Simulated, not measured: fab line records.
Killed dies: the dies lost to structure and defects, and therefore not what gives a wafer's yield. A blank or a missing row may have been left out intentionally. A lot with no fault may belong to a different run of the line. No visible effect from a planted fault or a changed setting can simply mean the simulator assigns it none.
fab line records	flow gf180mcu
[record] lots = 14	wafers = 42	last_day = 34
route steps=602 shown MVPSD@87 V1@340 V2@400 M4@462
lots that met no fault: from a run of the same line without faults
start_h: the number of hours between the record's first day and the start of the first shown wafer of the lot	wait_h: hours elapsed since this lot's preceding step	" the same as in the row above	L1.1+2: one row covering several wafers at once	- value missing, or start not given	* or withheld: withheld	< > ~ a bound
route shown NAME@n: NAME is a module with steps in the file, n the number in the route of the first one	usual: mean and standard deviation over wafers with no fault	same: alike in all rows	chamber/n: place in a boat	sites: the reading at each site	_std_site: how widely they spread, as a standard deviation	_edge_site: inner sites' mean taken away from outer sites' mean	radius_mm: how far each site lies from the wafer's centre	mask NAME#n: copy n	behind: the most recent tool/chamber to have shaped the wafer	hold: what put the lot on hold/how long, in hours/how the hold closed	device: the n, p or np transistor that did not switch	end of line: at the end of the route, the tests of the same wafers	where a step has no rows: the recipe by itself	killed: not the wafer's yield, but the dies lost to structure and defects at the first sort	map: dies across one wafer; x = killed, . = not, _ = none there
set.NAME: the setting that was run; set.NAME@STEP: the one run at that earlier step	model.NAME: the simulator's own value behind a step, which no gauge read
the route's steps for a sample of lots (tables are steps, rows are wafers)
services: the hour from which a tool's chamber was out of use, counted from the record's first day as start_h (under 0 if before that day), plus the number of hours and why
[[steps]]
[step GF_MVPSD_IMPLANT_09]
[recipe] species = B	energy_kev = 40	dose_cm2 = 5e+12	tilt_deg = 0
lot.wafer	tool	chamber	start_h	wait_h
L997.1+3+4	implanter-02	0	94.33	0.1
L998.3+4+6	implanter-02	0	106.75	0.1
L999.2+3+5	implanter-04	0	109.64	0.1
L100.2+4+5	implanter-01	0	118.41	0.1
L101.2+3+4	implanter-04	0	121.29	0.1
L102.2+3+4	implanter-04	0	126.04	0.1
L103.2+3+4	implanter-01	0	134.64	0.1
L106.2+3+4	implanter-04	0	151.54	0.1
L108.2+4+6	implanter-02	0	160.38	0.1
L110.2+3+6	implanter-01	0	174.26	0.1
L113.1+2+5	implanter-01	0	192.35	0.1
L113.1+2+5	implanter-01	0	192.67	0.3
L114.2+5+6	implanter-04	0	197.58	0.1
L114.2+5+6	implanter-04	0	197.89	0.3
L115.3+5+6	implanter-04	0	208.88	0.1
L115.3+5+6	implanter-04	0	209.20	0.3
L120.3+4+5	implanter-01	0	236.67	0.1
[step GF_MVPSD_TW_MEAS_11]
[usual] MVPSD_TW = 553.3/3
lot.wafer	tool	chamber	start_h	wait_h	MVPSD_TW
L997.1	film_metro-03	-	94.58	0.1	555.7
L997.3	"	-	"	"	556.9
L997.4	"	-	"	"	555.8
L998.3	film_metro-02	-	106.97	0.1	552.3
L998.4	"	-	"	"	550.6
L998.6	"	-	"	"	550.2
L999.2	film_metro-02	-	109.88	0.1	550.9
L999.3	"	-	"	"	550.4
L999.5	"	-	"	"	554.1
L100.2	film_metro-02	-	118.64	0.1	549.7
L100.4	"	-	"	"	553.0
L100.5	"	-	"	"	551.2
L101.2	film_metro-03	-	121.53	0.1	556.7
L101.3	"	-	"	"	555.7
L101.4	"	-	"	"	552.2
L102.2	film_metro-01	-	126.28	0.1	553.3
L102.3	"	-	"	"	556.9
L102.4	"	-	"	"	555.8
L103.2	film_metro-01	-	134.88	0.1	552.3
L103.3	"	-	"	"	551.3
L103.4	"	-	"	"	551.4
L106.2	film_metro-02	-	151.78	0.1	550.7
L106.3	"	-	"	"	551.3
L106.4	"	-	"	"	551.8
L108.2	film_metro-03	-	160.61	0.1	552.9
L108.4	"	-	"	"	553.5
L108.6	"	-	"	"	553.5
L110.2	film_metro-03	-	174.49	0.1	551.0
L110.3	"	-	"	"	553.2
L110.6	"	-	"	"	551.0
L113.1	film_metro-03	-	192.97	0.1	584.0
L113.2	"	-	"	"	588.0
L113.5	"	-	"	"	584.4
L113.1	film_metro-03	-	193.19	0.2	584.6
L113.2	"	-	"	"	586.3
L113.5	"	-	"	"	584.3
L114.2	film_metro-03	-	198.13	0.1	581.4
L114.5	"	-	"	"	583.8
L114.6	"	-	"	"	583.4
L114.2	film_metro-03	-	198.44	0.3	585.7
L114.5	"	-	"	"	584.7
L114.6	"	-	"	"	587.2
L115.3	film_metro-01	-	209.53	0.2	583.7
L115.5	"	-	"	"	584.5
L115.6	"	-	"	"	584.9
L115.3	film_metro-01	-	209.76	0.2	584.1
L115.5	"	-	"	"	580.4
L115.6	"	-	"	"	582.5
L120.3	film_metro-03	-	236.89	0.1	549.2
L120.4	"	-	"	"	552.7
L120.5	"	-	"	"	553.0
[step GF_VT_IMPLANT_RS_MEAS_49]
[recipe] thk_meas_gauge = four-point-probe
[usual] MVPSD_RS = 1169.1/2.2
lot.wafer	tool	chamber	start_h	wait_h	MVPSD_RS[ohm/sq]
L997.1	film_metro-02	-	154.97	0.1	1168.2
L997.3	"	-	"	"	1173.4
L997.4	"	-	"	"	1168.8
L998.3	film_metro-02	-	169.00	0.1	1171.1
L998.4	"	-	"	"	1167.7
L998.6	"	-	"	"	1168.8
L999.2	film_metro-03	-	173.07	0.1	1169.4
L999.3	"	-	"	"	1168.5
L999.5	"	-	"	"	1170.6
L100.2	film_metro-03	-	181.19	0.1	1169.6
L100.4	"	-	"	"	1168.3
L100.5	"	-	"	"	1166.3
L101.2	film_metro-01	-	185.37	0.1	1172.8
L101.3	"	-	"	"	1171.4
L101.4	"	-	"	"	1173.0
L102.2	film_metro-02	-	190.19	0.1	1171.2
L102.3	"	-	"	"	1167.4
L102.4	"	-	"	"	1171.5
L103.2	film_metro-03	-	198.69	0.1	1170.4
L103.3	"	-	"	"	1172.5
L103.4	"	-	"	"	1168.2
L106.2	film_metro-01	-	217.92	0.1	1162.8
L106.3	"	-	"	"	1164.5
L106.4	"	-	"	"	1169.1
L108.2	film_metro-01	-	229.94	0.1	1169.6
L108.4	"	-	"	"	1169.2
L108.6	"	-	"	"	1170.0
L110.2	film_metro-01	-	243.94	0.1	1169.3
L110.3	"	-	"	"	1170.5
L110.6	"	-	"	"	1166.4
L113.1	film_metro-01	-	265.62	0.1	1005.7
L113.2	"	-	"	"	1003.7
L113.5	"	-	"	"	1003.2
L113.1	film_metro-01	-	265.90	0.3	1005.6
L113.2	"	-	"	"	1004.0
L113.5	"	-	"	"	1004.4
L114.2	film_metro-01	-	272.20	0.1	1004.2
L114.5	"	-	"	"	1004.7
L114.6	"	-	"	"	1006.3
L114.2	film_metro-01	-	272.63	0.4	1006.6
L114.5	"	-	"	"	1005.0
L114.6	"	-	"	"	1004.4
L115.3	film_metro-03	-	285.31	0.1	1005.2
L115.5	"	-	"	"	1005.1
L115.6	"	-	"	"	1004.9
L115.3	film_metro-03	-	285.60	0.3	1004.4
L115.5	"	-	"	"	1007.1
L115.6	"	-	"	"	1003.4
L120.3	film_metro-03	-	315.94	0.1	1173.5
L120.4	"	-	"	"	1175.1
L120.5	"	-	"	"	1173.5
[step GF_V1_BOW_MEAS_05]
[recipe] mode = bow
[usual] V1_BOW = 81/7
lot.wafer	tool	chamber	start_h	wait_h	V1_BOW[um]
L997.1	film_metro-04	-	383.29	0.1	84
L997.3	"	-	"	"	86
L997.4	"	-	"	"	89
L999.2	film_metro-01	-	408.41	0.1	77
L999.3	"	-	"	"	69
L999.5	"	-	"	"	69
L998.3	film_metro-04	-	409.98	0.2	97
L998.4	"	-	"	"	74
L998.6	"	-	"	"	89
L100.2	film_metro-02	-	418.41	0.3	71
L100.4	"	-	"	"	78
L100.5	"	-	"	"	87
L101.2	film_metro-04	-	428.69	0.2	81
L101.3	"	-	"	"	89
L101.4	"	-	"	"	88
L102.2	film_metro-04	-	432.57	0.3	75
L102.3	"	-	"	"	79
L102.4	"	-	"	"	92
L103.2	film_metro-04	-	438.71	0.2	83
L103.3	"	-	"	"	83
L103.4	"	-	"	"	80
L106.2	film_metro-02	-	469.03	0.3	89
L106.3	"	-	"	"	88
L106.4	"	-	"	"	83
L108.2	film_metro-02	-	487.59	0.2	80
L108.4	"	-	"	"	83
L108.6	"	-	"	"	76
L110.2	film_metro-01	-	504.54	0.3	89
L110.3	"	-	"	"	80
L110.6	"	-	"	"	75
L120.3	film_metro-01	-	582.93	0.3	89
L120.4	"	-	"	"	77
L120.5	"	-	"	"	75
[step GF_V2_STRIP_18]
[recipe] chemistry = O2/N2	power_w = 1400	pressure_mtorr = 1500	platen_temp_c = 250	o2_flow_sccm = 3000	n2_flow_sccm = 300	overash_fraction = 0.5
[usual] drypump_motor_current_A = 5.4/0.3	heater_power_w = 354/54	oes_product_au = 0.592/0.0052	platen_temp_c = 249.97/0.16
lot.wafer	tool	chamber	start_h	wait_h	drypump_motor_current_A	heater_power_w	oes_product_au	platen_temp_c	rf_hours_counter_h
L997.1	plasma_asher-01	0	457.96	-	5.7	440	0.587	249.67	72
L997.3	"	0	"	"	5.7	447	0.603	250.12	-
L997.4	"	1	"	"	5.7	272	0.601	249.90	-
L999.2	plasma_asher-02	1	484.38	-	5.5	329	0.594	250.05	36
L999.3	"	0	"	"	5.6	404	0.594	249.81	-
L999.5	"	1	"	"	5.5	319	0.596	249.80	-
L998.3	plasma_asher-02	0	485.11	-	5.5	403	0.598	249.95	-
L998.4	"	1	"	"	5.5	313	0.592	250.01	-
L998.6	"	0	"	"	5.5	401	0.584	250.07	-
L100.2	plasma_asher-01	1	493.68	-	5.7	285	0.590	250.10	76
L100.4	"	0	"	"	5.7	453	0.595	250.14	-
L100.5	"	0	"	"	5.7	434	0.595	250.05	-
L101.2	plasma_asher-03	1	504.01	-	4.9	351	0.596	250.03	8
L101.3	"	1	"	"	5.0	345	0.589	249.95	-
L101.4	"	0	"	"	5.0	334	0.592	250.19	-
L102.2	plasma_asher-02	0	506.08	-	5.6	399	0.592	249.98	39
L102.3	"	0	"	"	5.6	406	0.599	250.02	-
L102.4	"	1	"	"	5.5	329	0.588	249.97	-
L103.2	plasma_asher-03	0	513.01	-	5.0	326	0.595	250.00	9
L103.3	"	0	"	"	5.0	336	0.582	249.86	-
L103.4	"	1	"	"	4.9	351	0.592	249.95	-
L106.2	plasma_asher-03	0	541.88	-	5.0	326	0.586	250.09	12
L106.3	"	0	"	"	5.0	333	0.587	249.99	-
L106.4	"	1	"	"	5.0	346	0.593	249.94	-
L108.2	plasma_asher-01	0	560.71	-	5.7	441	0.598	249.99	81
L108.4	"	0	"	"	5.7	431	0.587	249.98	-
L108.6	"	1	"	"	5.7	274	0.592	250.28	-
L110.2	plasma_asher-01	0	575.24	-	5.7	451	0.594	250.11	82
L110.3	"	0	"	"	5.7	429	0.589	250.19	-
L110.6	"	0	"	"	5.7	434	0.587	249.89	-
L120.3	plasma_asher-03	1	647.68	-	5.0	355	0.585	249.98	-
L120.4	"	0	"	"	5.0	331	0.587	249.89	-
L120.5	"	1	"	"	4.9	351	0.591	249.85	-
[step GF_M4_THK_MEAS_06]
[recipe] thk_meas_gauge = xrf	reads = AlCu_of_M4_SPUTTER_02
[usual] M4_ALCU_THK = 447/5.3
lot.wafer	tool	chamber	start_h	wait_h	M4_ALCU_THK[nm]
L997.1	film_metro-04	-	510.14	0.1	452
L997.3	"	-	"	"	453
L997.4	"	-	"	"	454
L999.2	film_metro-04	-	535.06	0.1	449
L999.3	"	-	"	"	450
L999.5	"	-	"	"	452
L998.3	film_metro-04	-	536.97	0.1	454
L998.4	"	-	"	"	457
L998.6	"	-	"	"	452
L100.2	film_metro-02	-	544.79	0.1	441
L100.4	"	-	"	"	442
L100.5	"	-	"	"	439
L101.2	film_metro-04	-	553.88	0.1	448
L101.3	"	-	"	"	450
L101.4	"	-	"	"	455
L102.2	film_metro-02	-	556.25	0.1	445
L102.3	"	-	"	"	443
L102.4	"	-	"	"	453
L103.2	film_metro-04	-	563.37	0.1	449
L103.3	"	-	"	"	446
L103.4	"	-	"	"	451
L106.2	film_metro-03	-	590.56	0.1	455
L106.3	"	-	"	"	454
L106.4	"	-	"	"	447
L108.2	film_metro-02	-	608.22	0.1	445
L108.4	"	-	"	"	447
L108.6	"	-	"	"	447
L110.2	film_metro-04	-	622.09	0.1	447
L110.3	"	-	"	"	450
L110.6	"	-	"	"	442
L120.3	film_metro-04	-	690.15	0.1	449
L120.4	"	-	"	"	449
L120.5	"	-	"	"	449
[[services]]
tool	chamber	start_h	hours	kind
plasma_asher-01	-	79.35	2.9	repair
implanter-04	-	176.01	3.0	repair
plasma_asher-01	-	204.84	0.4	repair
implanter-01	-	301.12	0.6	repair
implanter-01	-	319.48	4.9	pm
plasma_asher-03	-	410.89	0.7	repair
implanter-01	-	418.91	3.9	pm
plasma_asher-03	-	421.25	9.0	pm
plasma_asher-03	-	422.05	0.9	repair
implanter-01	-	428.01	2.0	repair
implanter-01	-	436.12	2.5	repair
implanter-04	-	437.15	6.6	pm
plasma_asher-01	-	438.07	4.9	repair
implanter-01	-	462.42	3.2	repair
implanter-04	-	464.01	1.9	repair
implanter-04	-	477.36	5.1	repair
implanter-04	-	479.12	4.1	repair
plasma_asher-01	-	497.25	15.6	pm
implanter-04	-	513.22	1.4	repair
plasma_asher-01	-	519.27	1.7	repair
implanter-01	-	547.94	1.4	repair
plasma_asher-01	-	622.39	2.8	pm
plasma_asher-01	-	632.18	50.7	repair
implanter-04	-	633.99	2.2	pm
[[key]]
[first_sign] step = GF_MVPSD_IMPLANT_09	reading = visit	direction = added
[effect] step = GF_MVPSD_TW_MEAS_11	reading = visit	direction = added
[effect] step = GF_MVPSD_TW_MEAS_11	reading = MVPSD_TW	direction = up	sigmas = 10	usual = 553.3	struck = 584.2
[effect] step = GF_VT_IMPLANT_RS_MEAS_49	reading = MVPSD_RS	direction = down	sigmas = 73	usual = 1169.1	struck = 1004.8
met_at GF_MVPSD_IMPLANT_09
struck_lots L113,L114,L115
scrapped_behind GF_VT_IMPLANT_RS_MEAS_49 L113.1,L113.2,L113.5,L114.2,L114.5,L114.6,L115.3,L115.5,L115.6
not_acting_at GF_V1_BOW_MEAS_05,GF_V2_STRIP_18,GF_M4_THK_MEAS_06
[fault] kind = repeated_step_whole	tool = implanter-01,implanter-02,implanter-04	chamber = -	onset_h = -	steps = GF_MVPSD_IMPLANT_09	times = 1	scope = struck_lots_only
